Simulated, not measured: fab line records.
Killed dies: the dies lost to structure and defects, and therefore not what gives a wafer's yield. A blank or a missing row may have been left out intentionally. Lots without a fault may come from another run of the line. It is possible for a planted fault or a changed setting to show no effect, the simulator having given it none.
Which tool is to blame?    flow gf180mcu    13 lots, 37 wafers sampled, at 6 steps of a route of 602

## WHAT THE GAUGES SHOWED, per wafer
GF_MVSD_TW_MEAS_11.
lot   measured      on            MVSD_TW
L747  day 4 15:33   filmMetro-01  1592 1580 1579
L748  day 5 00:01   filmMetro-04  1586 1584 1570
L749  day 5 04:25   filmMetro-04  1576 1578 1579
L751  day 5 15:06   filmMetro-01  1592 1593 1586
L754  day 6 10:19   filmMetro-01  1587 1582 1584
L755  day 6 17:53   filmMetro-04  1593 1593 1586
L756  day 7 02:53   filmMetro-04  1719 1583
L758  day 7 09:37   filmMetro-04  1591 1580 1583
L763  day 8 13:22   filmMetro-03  1725 1726
L764  day 8 20:19   filmMetro-04  1574 1728 1577
L765  day 9 01:25   filmMetro-01  1583 1577 1567
L767  day 9 10:57   filmMetro-04  1568 1568 1566
L769  day 10 02:01  filmMetro-04  1581 1583 1570

GF_VT_IMPLANT_RS_MEAS_46: the measuring method here is four-point-probe.
lot   measured      on            MVSD_RS (ohm/sq)
L747  day 7 19:38   filmMetro-01  457.7 456.9 456.6
L748  day 8 04:20   filmMetro-04  456.2 457.1 456.5
L749  day 8 10:39   filmMetro-03  455.7 457.9 456.4
L751  day 8 22:26   filmMetro-04  457.9 456.0 456.6
L754  day 9 22:08   filmMetro-04  457.0 456.6 456.3
L755  day 10 05:07  filmMetro-01  457.0 456.6 457.1
L756  day 10 15:59  filmMetro-03  394.7 457.1
L758  day 10 23:50  filmMetro-04  457.5 455.8 457.5
L763  day 12 08:55  filmMetro-01  393.9 394.9
L764  day 12 16:55  filmMetro-04  455.2 392.7 457.6
L765  day 12 22:37  filmMetro-01  456.5 458.0 458.4
L767  day 13 08:43  filmMetro-03  456.4 457.7 456.3
L769  day 14 03:02  filmMetro-03  459.1 458.6 458.2

GF_V2_BOW_MEAS_05.
lot   measured      on            V2_BOW (um)
L747  day 19 15:19  filmMetro-04  89 102 95
L748  day 19 22:26  filmMetro-04  106 87 94
L749  day 20 11:52  filmMetro-03  97 105 98
L751  day 21 05:53  filmMetro-01  109 124 108
L754  day 22 08:10  filmMetro-03  112 104 109
L755  day 22 22:00  filmMetro-01  94 96 98
L756  day 23 08:04  filmMetro-01  86 91
L758  day 23 21:55  filmMetro-01  106 99 99
L763  day 25 09:07  filmMetro-04  81 87
L764  day 25 17:45  filmMetro-04  100 108 98
L765  day 25 23:05  filmMetro-03  96 92 93
L767  day 26 13:54  filmMetro-03  105 109 103
L769  day 27 06:59  filmMetro-03  100 102 118

GF_V4_RS_MEAS_24: the measuring method here is four-point-probe.
lot   measured      on            V4_W_RS (ohm/sq)
L747  day 24 20:38  filmMetro-04  0.330 0.335 0.329
L748  day 25 02:07  filmMetro-03  0.331 0.329 0.328
L749  day 25 14:08  filmMetro-03  0.330 0.326 0.327
L751  day 26 06:33  filmMetro-01  0.325 0.328 0.327
L754  day 27 05:02  filmMetro-03  0.328 0.324 0.323
L755  day 27 19:01  filmMetro-03  0.329 0.327 0.330
L756  day 28 01:51  filmMetro-01  0.326 0.331
L758  day 28 13:07  filmMetro-01  0.325 0.328 0.328
L763  day 29 21:44  filmMetro-03  0.327 0.326
L764  day 30 03:35  filmMetro-04  0.328 0.323 0.325
L765  day 30 09:56  filmMetro-01  0.322 0.330 0.323
L767  day 31 01:53  filmMetro-03  0.332 0.329 0.335
L769  day 31 13:17  filmMetro-01  0.326 0.330 0.327

## WHAT TOOL EACH LOT RAN ON (gives the tool, then ch and the chambers of the sampled wafers, and finally the start)
lot   GF_MVSD_IMPLANT_08               GF_M3_SPUTTER_03
L747  implanter-02 ch 0, day 4 15:09   pvdSputter-03, day 20 17:29
L748  implanter-02 ch 0, day 4 23:38   pvdSputter-01, day 21 00:46
L749  implanter-01 ch 0, day 5 04:03   pvdSputter-01, day 21 13:53
L751  implanter-01 ch 0, day 5 14:42   pvdSputter-03, day 22 07:26
L754  implanter-02 ch 0, day 6 09:56   pvdSputter-01, day 23 09:00
L755  implanter-02 ch 0, day 6 17:28   pvdSputter-03, day 23 22:54
L756  implanter-02 ch 0, day 7 02:32   pvdSputter-03, day 24 08:13
L758  implanter-01 ch 0, day 7 09:14   pvdSputter-01, day 24 22:13
L763  implanter-02 ch 0, day 8 13:00   pvdSputter-01, day 26 08:22
L764  implanter-02 ch 0, day 8 19:55   pvdSputter-03, day 26 16:04
L765  implanter-03 ch 0, day 9 01:01   pvdSputter-04, day 26 22:16
L767  implanter-01 ch 0, day 9 10:33   pvdSputter-01, day 27 12:02
L769  implanter-03 ch 0, day 10 01:37  pvdSputter-03, day 28 04:59
- GF_MVSD_IMPLANT_08
- GF_M3_SPUTTER_03: material Ti, target thk 10 nm, time 6.7 s.

## AS READ BY THE TOOLS THEMSELVES (means over the sampled wafers that have a number; for cases with no such wafer, the mark the record gives instead)
GF_MVSD_IMPLANT_08.
lot   tool          beamOnS (s)  faradayCurrentUA  tiltDeg (degrees)
L747  implanter-02  10.12        89.3              -0.005
L748  implanter-02  9.97         90.3              -0.014
L749  implanter-01  9.96         90.5              -0.010
L751  implanter-01  9.95         90.8              0.008
L754  implanter-02  9.93         90.9              0.010
L755  implanter-02  10.07        89.6              0.009
L756  implanter-02  11.86        77.8              -0.004
L758  implanter-01  10.02        90.0              -0.027
L763  implanter-02  13.62        66.4              0.001
L764  implanter-02  10.75        85.1              -0.028
L765  implanter-03  10.23        88.4              0.017
L767  implanter-01  10.09        89.3              -0.042
L769  implanter-03  9.93         90.7              0.012

GF_M3_SPUTTER_03.
lot   tool           substrateTempC (C)  throttleValvePct (%)
L747  pvdSputter-03  300.26              28.8
L748  pvdSputter-01  299.96              30.5
L749  pvdSputter-01  300.02              30.4
L751  pvdSputter-03  299.86              29.7
L754  pvdSputter-01  299.95              30.8
L755  pvdSputter-03  299.92              30.4
L756  pvdSputter-03  299.94              29.4
L758  pvdSputter-01  300.09              30.3
L763  pvdSputter-01  300.19              30.4
L764  pvdSputter-03  300.00              30.2
L765  pvdSputter-04  299.98              30.1
L767  pvdSputter-01  300.08              30.6
L769  pvdSputter-03  300.30              29.6

## THE ANSWER, worked out from the rows above alone
Rule: usual is defined by the lots themselves. Put in order of their means at a reading, lots are off if they are a third of the lots or fewer, leave a main group of 4 or more, and stand apart from it by a gap of 3 or more times the standard deviation of the main group's means; of several such gaps the widest counts. If all means in a main group match to the digits the tables above print for the reading, that group is not used. A lot without any number at a reading at which 4 lots or more have one is off too. The other lots that the step has rows for count as sound. Order of review: gauges by route order, followed by the tools' own readings, for which a lot's mean as printed above is used. The first step at which some lot is off is used, and at that step the reading that is off furthest; a lot without a number counts as furthest.
Off: L756, L763, L764, seen at GF_MVSD_TW_MEAS_11 (MVSD_TW). Main group: mean 1581, sd 6.7.
A tool fits if, at a process step before that reading, it ran every lot that is off, and no sound lot after the first of them. The gauges at GF_MVSD_TW_MEAS_11 aren't tried: what is off there is off at GF_MVSD_IMPLANT_08 too, on other tools, and a gauge's error can't cause that. One fits: implanter-02 at GF_MVSD_IMPLANT_08. A fault onset in the window from L755 (day 6 17:28, its last sound lot) to L756 (day 7 02:32, its first lot off) fits.
The tool's own readings at GF_MVSD_IMPLANT_08 bear it out: on the lots that are off they differ by more than 5 times the standard deviation of the sound lots' means. beamOnS reads 12.08 s there against 10.03 s on the sound lots; faradayCurrentUA reads 76.4 there against 90.0 on the sound lots.

## WHAT WAS PUT IN BY THE SIMULATOR
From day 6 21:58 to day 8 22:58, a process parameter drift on implanter-02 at GF_MVSD_IMPLANT_08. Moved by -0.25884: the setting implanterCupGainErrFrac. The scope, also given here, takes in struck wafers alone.
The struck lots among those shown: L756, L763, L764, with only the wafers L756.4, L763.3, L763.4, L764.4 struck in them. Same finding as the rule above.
